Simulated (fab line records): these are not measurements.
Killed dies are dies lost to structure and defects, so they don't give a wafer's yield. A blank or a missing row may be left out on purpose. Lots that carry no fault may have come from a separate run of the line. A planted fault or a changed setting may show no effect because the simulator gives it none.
Tool commonality check + flow sky130 + Sampled: 12 lots, 36 wafers

== REASON FOR OPENING ==
SKY_SONOS_ONO_THK_MEAS_05, reading SONOS_ONO_CVD_04_THK: flagged on 2 of 12 lots. No-fault wafers: 5.61 nm, standard deviation 0.1.
Rule: flag the lot when none of its wafers has a number, or when each of its wafers that has one lies beyond 4 standard deviations from that mean. As for the other lots, they are considered sound.

| lot  | measured     | on            | SONOS_ONO_CVD_04_THK (nm), wafer by wafer | flag    |
|------|--------------|---------------|-------------------------------------------|---------|
| L963 | day 11 11:31 | film-metro-03 | 5.77 5.92 5.80                            |         |
| L964 | day 11 22:38 | film-metro-03 | 5.62 5.65 5.54                            |         |
| L965 | day 12 02:56 | film-metro-02 | 5.49 5.64 5.54                            |         |
| L966 | day 12 10:08 | film-metro-04 | 5.66 5.66 5.65                            |         |
| L968 | day 13 14:27 | film-metro-04 | 5.65 5.71 5.73                            |         |
| L971 | day 14 05:47 | film-metro-03 | 5.61 5.61 5.59                            |         |
| L972 | day 14 15:41 | film-metro-04 | 5.56 5.53 5.48                            |         |
| L973 | day 15 03:17 | film-metro-04 | 5.71 5.78 5.65                            |         |
| L974 | day 15 03:18 | film-metro-02 | 5.67 5.58 5.82                            |         |
| L976 | day 16 07:55 | film-metro-02 | 5.66 5.49 5.58                            |         |
| L979 | day 16 23:03 | film-metro-02 | 4.86 4.97 4.92                            | FLAGGED |
| L980 | day 17 06:59 | film-metro-02 | 5.14 5.13 5.02                            | FLAGGED |
On average the flagged lots' numbers are 5.01 nm, which is -0.60 nm against the usual, or -6 standard deviations.

== EACH LOT AND THE TOOL IT RAN ON ==
Before the reading, the record contains 2 process steps out of a 708-step route. In each cell: the tool, then ch and the chambers that the sampled wafers went through, then the start.
| lot  | flag    | SKY_VT_ADJUST_LVTN_STRIP_20          | SKY_SONOS_ONO_CVD_04        |
|------|---------|--------------------------------------|-----------------------------|
| L963 |         | plasma-asher-02 ch 0,1, day 7 15:29  | lpcvd-03 ch 1, day 11 10:14 |
| L964 |         | plasma-asher-02 ch 0,1, day 8 01:45  | lpcvd-03 ch 1, day 11 21:22 |
| L965 |         | plasma-asher-02 ch 0,1, day 8 04:30  | lpcvd-03 ch 1, day 12 01:41 |
| L966 |         | plasma-asher-01 ch 0,1, day 8 10:18  | lpcvd-03 ch 1, day 12 08:53 |
| L968 |         | plasma-asher-01 ch 0,1, day 9 10:19  | lpcvd-03 ch 1, day 13 13:12 |
| L971 |         | plasma-asher-02 ch 0,1, day 10 00:39 | lpcvd-03 ch 1, day 14 04:32 |
| L972 |         | plasma-asher-04 ch 0,1, day 10 08:36 | lpcvd-03 ch 0, day 14 14:26 |
| L973 |         | plasma-asher-01 ch 0,1, day 10 15:18 | lpcvd-03 ch 1, day 15 02:02 |
| L974 |         | plasma-asher-02 ch 0,1, day 10 18:28 | lpcvd-03 ch 0, day 15 02:02 |
| L976 |         | plasma-asher-02 ch 0,1, day 11 17:21 | lpcvd-03 ch 1, day 16 06:38 |
| L979 | FLAGGED | plasma-asher-02 ch 0,1, day 12 07:45 | lpcvd-03 ch 0, day 16 21:48 |
| L980 | FLAGGED | plasma-asher-01 ch 0,1, day 12 14:30 | lpcvd-03 ch 0, day 17 05:43 |
These steps, and what they do:
- SKY_VT_ADJUST_LVTN_STRIP_20: strips in O2/N2.
- SKY_SONOS_ONO_CVD_04: deposits SiO2 from SiH4/N2O, target thk 5.7199 nm.
- SKY_SONOS_ONO_THK_MEAS_05

== FLAGGED OVER TOTAL, TOOL BY TOOL (the gauges that took the reading come last) ==
| step                        | tool            | lots run | flagged | share of the flagged lots | sound lots run after its first flagged lot |
|-----------------------------|-----------------|----------|---------|---------------------------|--------------------------------------------|
| SKY_VT_ADJUST_LVTN_STRIP_20 | plasma-asher-01 | 4        | 1       | some                      | 0                                          |
| SKY_VT_ADJUST_LVTN_STRIP_20 | plasma-asher-02 | 7        | 1       | some                      | 0                                          |
| SKY_VT_ADJUST_LVTN_STRIP_20 | plasma-asher-04 | 1        | 0       | none                      | -                                          |
| SKY_SONOS_ONO_CVD_04        | lpcvd-03        | 12       | 2       | all                       | 0                                          |
| SKY_SONOS_ONO_THK_MEAS_05   | film-metro-02   | 5        | 2       | all                       | 0                                          |
| SKY_SONOS_ONO_THK_MEAS_05   | film-metro-03   | 3        | 0       | none                      | -                                          |
| SKY_SONOS_ONO_THK_MEAS_05   | film-metro-04   | 4        | 0       | none                      | -                                          |

== WHAT THE TABLE ALLOWS ==
In 2 table rows, all flagged lots were run: lpcvd-03 (SKY_SONOS_ONO_CVD_04), film-metro-02 (SKY_SONOS_ONO_THK_MEAS_05).
- lpcvd-03 at SKY_SONOS_ONO_CVD_04: 2 of its 12 lots flagged. Last sound lot L976 at day 16 06:38, first flagged lot L979 at day 16 21:48; a fault beginning in between fits. Its own readings (spike-tc-bottom-C, spike-tc-centre-C, spike-tc-top-C, spike-tc-upper-C) fall more than 4 standard deviations out on all wafers of the flagged lots.
- film-metro-02 at SKY_SONOS_ONO_THK_MEAS_05: 2 of its 5 lots flagged. Last sound lot L976 at day 16 07:55, first flagged lot L979 at day 16 23:03; a fault beginning in between fits.
Counting lots can't tell these 2 tools apart, because each fits a fault that began at some hour. More lots, or a look at what each step does to the wafer, might.

== WHAT THE SIMULATOR HAD INSERTED ==
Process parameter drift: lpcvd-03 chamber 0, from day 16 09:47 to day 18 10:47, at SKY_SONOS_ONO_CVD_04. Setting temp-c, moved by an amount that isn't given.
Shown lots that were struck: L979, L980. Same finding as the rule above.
